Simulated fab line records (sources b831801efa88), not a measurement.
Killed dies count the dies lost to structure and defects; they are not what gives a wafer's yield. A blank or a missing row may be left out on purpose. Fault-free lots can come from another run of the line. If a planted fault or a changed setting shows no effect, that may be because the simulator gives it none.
Problem report, 8D (eight disciplines) form, completed by code	flow sky130	the parts of the form that need people (team, actions taken, sign-off) are left out

== 1. THE PROBLEM ==
Wafers without a fault read 0.854 a.u., standard deviation 0.0046; oesProductAu at SKY_FIELD_ISO_ETCH_14 reads a mean of 0.781 a.u. on 5 wafers belonging to 3 lots. That is -16 standard deviations from the usual mean.
The step: etches BARC in N2/H2, stops on SiO2, time 45.9 s, target depth 60 nm.
The first sign was on wafer L398.3 at day 4 22:23, on rieDiel-04. Wafers with a number at this step in the record: 39, from 13 lots. By rule, "out" or "out of limits" means more than 4 standard deviations away from the usual mean. Any other wafer with a number is counted as sound.

== 2. WHAT THIS IS AND IS NOT ==
question	is	is not
which readings at this step	oesProductAu	drypumpMotorCurrentA, throttleValvePct
which lots	L398, L399, L403	L388, L389, L392, L393, L397, L400, L404, L405, L406, L408
which wafers of those lots	L398.3, L398.4, L399.4, L403.1, L403.3	L398.5, L399.5, L399.6, L403.5
read on which tools	rieDiel-04	rieDiel-02, rieDiel-03
when	from day 4 22:23	up to then (16 sound wafers); but 18 sound wafers of L399, L400, L403, L404, L405, L406, L408 came after

== 3. SUSPECTS, AND WHAT RULES EACH OUT ==
Counting: any tool at a process step up to the reading remains a suspect provided it ran every lot that is out. Sound lots after the first of them don't rule it out here, since some wafers of a struck lot are sound.
- rieDiel-04 at SKY_FIELD_ISO_ETCH_14 (etches BARC in N2/H2, stops on SiO2, time 45.9 s, target depth 60 nm): kept. It processed each lot that is out (first: L398, day 4 22:23); up to then, its last sound lot is L393 (day 3 21:56). On those wafers its own readings are out: oesProductAu.
After counting, what remains is rieDiel-04 at SKY_FIELD_ISO_ETCH_14.

== 4. THE CAUSE (what the simulator had put in) ==
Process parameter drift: rieDiel-04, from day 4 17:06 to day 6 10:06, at SKY_FIELD_ISO_ETCH_14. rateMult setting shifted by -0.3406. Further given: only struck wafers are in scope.
This tool alone remained once counting was done.

== 5. SEQUENCE OF EFFECTS, ordered by route ==
Rows list readings where the struck wafers' mean (over those with a number) sits beyond 3 standard deviations from the usual. Readings are gone through only where the record gives a usual standard deviation; hours: the median, over the lots, of the time from a lot's start at the first step in this table giving one to that lot's start at this step; sigmas: the change measured in usual standard deviations.
hours	step	reading	usual	on struck wafers	change	sigmas
0	SKY_FIELD_ISO_ETCH_14	oesProductAu	0.854 a.u.	0.781	-0.073	-16
0	SKY_FIELD_ISO_ETCH_15	oesProductAu	0.949 a.u.	0.551	-0.398	-58
0	SKY_FIELD_ISO_ETCH_15	throttleValvePct	8.844 %	8.723	-0.121	-13
0	SKY_FIELD_ISO_STRIP_16	stripTimeToEndpointS	3.56 s	3.72	+0.16	+5.2
1058	SKY_PAD_OPEN_PROBE_99	killedAtFrontEnd	15	328	+313	+70
1058	SKY_PAD_OPEN_PROBE_99	killedDies	87	403	+316	+34
1058	SKY_PAD_OPEN_PROBE_99	killedOnRim	17	82	+65	+16
It contains these process steps:
- SKY_FIELD_ISO_ETCH_14: etches BARC in N2/H2, stops on SiO2, time 45.9 s, target depth 60 nm.
- SKY_FIELD_ISO_ETCH_15: etches the open film in CHF3/O2, stops on Si, target depth 180 nm, time 72 s.
- SKY_FIELD_ISO_STRIP_16: strips in O2/N2.
- SKY_PAD_OPEN_PROBE_99

== 6. HOW IT WOULD HAVE BEEN CAUGHT EARLIER ==
In this record no reading fell out of limits until day 4 22:23, 5 hours after the fault had begun at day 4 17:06.
